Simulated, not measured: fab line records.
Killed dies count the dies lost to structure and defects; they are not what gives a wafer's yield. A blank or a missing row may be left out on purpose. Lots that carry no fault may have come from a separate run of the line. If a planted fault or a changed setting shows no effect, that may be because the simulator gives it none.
Check for tools in common + flow gf180mcu + 11 lots and 33 wafers in the sample

## WHAT PROMPTED THE OPENING
Flagged at GF_V2_CD_MEAS_14: reading cd_nm, on 2 of 11 lots. No-fault wafers: 259.7 nm, standard deviation 1.3.
Rule: a lot is flagged when every wafer of it that has a number lies more than 4 standard deviations from that mean, or none has a number. The rest of the lots are taken to be sound.

| lot  | measured     | on        | cd_nm (nm), wafer by wafer | flag    |
|------|--------------|-----------|----------------------------|---------|
| L483 | day 20 10:07 | cd_sem-01 | 257.2 257.0 256.2          |         |
| L484 | day 20 22:11 | cd_sem-02 | 259.7 259.4 259.6          |         |
| L486 | day 21 13:32 | cd_sem-01 | 258.8 258.3 258.6          |         |
| L488 | day 22 07:17 | cd_sem-01 | 260.2 259.5 259.4          |         |
| L489 | day 22 15:02 | cd_sem-02 | 269.8 269.1 269.1          | FLAGGED |
| L492 | day 23 18:17 | cd_sem-02 | 270.2 269.3 269.5          | FLAGGED |
| L498 | day 25 20:37 | cd_sem-01 | 260.2 260.3 259.2          |         |
| L500 | day 26 11:46 | cd_sem-01 | 258.7 258.5 260.1          |         |
| L501 | day 26 15:28 | cd_sem-02 | 256.9 259.0 259.1          |         |
| L502 | day 26 20:32 | cd_sem-02 | 259.4 260.0 259.0          |         |
| L506 | day 28 00:14 | cd_sem-01 | 262.2 263.1 262.8          |         |
The numbers of the flagged lots are 269.5 nm on average: +9.8 nm against the usual, or +8 standard deviations.

## EACH LOT AND THE TOOL IT RAN ON
The record holds 2 process steps before the reading, out of a route of 602 steps. Cell contents, in order: the tool; ch with the chambers the sampled wafers went through; the start.
| lot  | flag    | GF_V1_STRIP_18                       | GF_V2_COAT_09                     |
|------|---------|--------------------------------------|-----------------------------------|
| L483 |         | plasma_asher-02 ch 0,1, day 18 07:01 | litho_track-04 ch 0, day 19 21:00 |
| L484 |         | plasma_asher-03 ch 0,1, day 18 17:50 | litho_track-01 ch 0, day 20 10:00 |
| L486 |         | plasma_asher-04 ch 0,1, day 19 09:52 | litho_track-01 ch 0, day 21 01:00 |
| L488 |         | plasma_asher-02 ch 0,1, day 20 04:46 | litho_track-04 ch 0, day 21 19:00 |
| L489 | FLAGGED | plasma_asher-02 ch 0,1, day 20 12:35 | litho_track-04 ch 0, day 22 02:00 |
| L492 | FLAGGED | plasma_asher-03 ch 0, day 21 17:17   | litho_track-04 ch 0, day 23 06:00 |
| L498 |         | plasma_asher-03 ch 0,1, day 23 22:20 | litho_track-01 ch 0, day 25 10:00 |
| L500 |         | plasma_asher-03 ch 0,1, day 24 14:02 | litho_track-03 ch 0, day 26 00:00 |
| L501 |         | plasma_asher-03 ch 0,1, day 24 17:40 | litho_track-04 ch 0, day 26 04:00 |
| L502 |         | plasma_asher-02 ch 0,1, day 24 23:55 | litho_track-03 ch 0, day 26 10:00 |
| L506 |         | plasma_asher-04 ch 0,1, day 26 05:16 | litho_track-01 ch 0, day 27 13:00 |
What the steps here do:
- GF_V1_STRIP_18: strips in O2/N2.
- GF_V2_COAT_09: resist thk 1000 nm.
- GF_V2_CD_MEAS_14: target cd 260 nm.

## FLAGGED OVER TOTAL, TOOL BY TOOL (the gauges that took the reading come last)
| step             | tool            | lots run | flagged | share of the flagged lots | sound lots run after its first flagged lot |
|------------------|-----------------|----------|---------|---------------------------|--------------------------------------------|
| GF_V1_STRIP_18   | plasma_asher-02 | 4        | 1       | some                      | 1 (L502)                                   |
| GF_V1_STRIP_18   | plasma_asher-03 | 5        | 1       | some                      | 3 (L498,L500,L501)                         |
| GF_V1_STRIP_18   | plasma_asher-04 | 2        | 0       | none                      | -                                          |
| GF_V2_COAT_09    | litho_track-01  | 4        | 0       | none                      | -                                          |
| GF_V2_COAT_09    | litho_track-03  | 2        | 0       | none                      | -                                          |
| GF_V2_COAT_09    | litho_track-04  | 5        | 2       | all                       | 1 (L501)                                   |
| GF_V2_CD_MEAS_14 | cd_sem-01       | 6        | 0       | none                      | -                                          |
| GF_V2_CD_MEAS_14 | cd_sem-02       | 5        | 2       | all                       | 2 (L501,L502)                              |

## THE TABLE: WHAT IT ALLOWS
Rows of the table that ran all the flagged lots, 2 in number: litho_track-04 at GF_V2_COAT_09; cd_sem-02 at GF_V2_CD_MEAS_14.
- litho_track-04 at GF_V2_COAT_09: 2 of its 5 lots flagged. After the first flagged lot (L501), sound lots still ran on it; a lasting fault on the whole tool would not permit that.
- cd_sem-02 at GF_V2_CD_MEAS_14: 2 of its 5 lots flagged. After the first flagged lot (L501, L502), sound lots still ran on it; a lasting fault on the whole tool would not permit that.
No row of the table ran every flagged lot and no sound lot after the first.

## WHAT THE SIMULATOR HAD PUT IN
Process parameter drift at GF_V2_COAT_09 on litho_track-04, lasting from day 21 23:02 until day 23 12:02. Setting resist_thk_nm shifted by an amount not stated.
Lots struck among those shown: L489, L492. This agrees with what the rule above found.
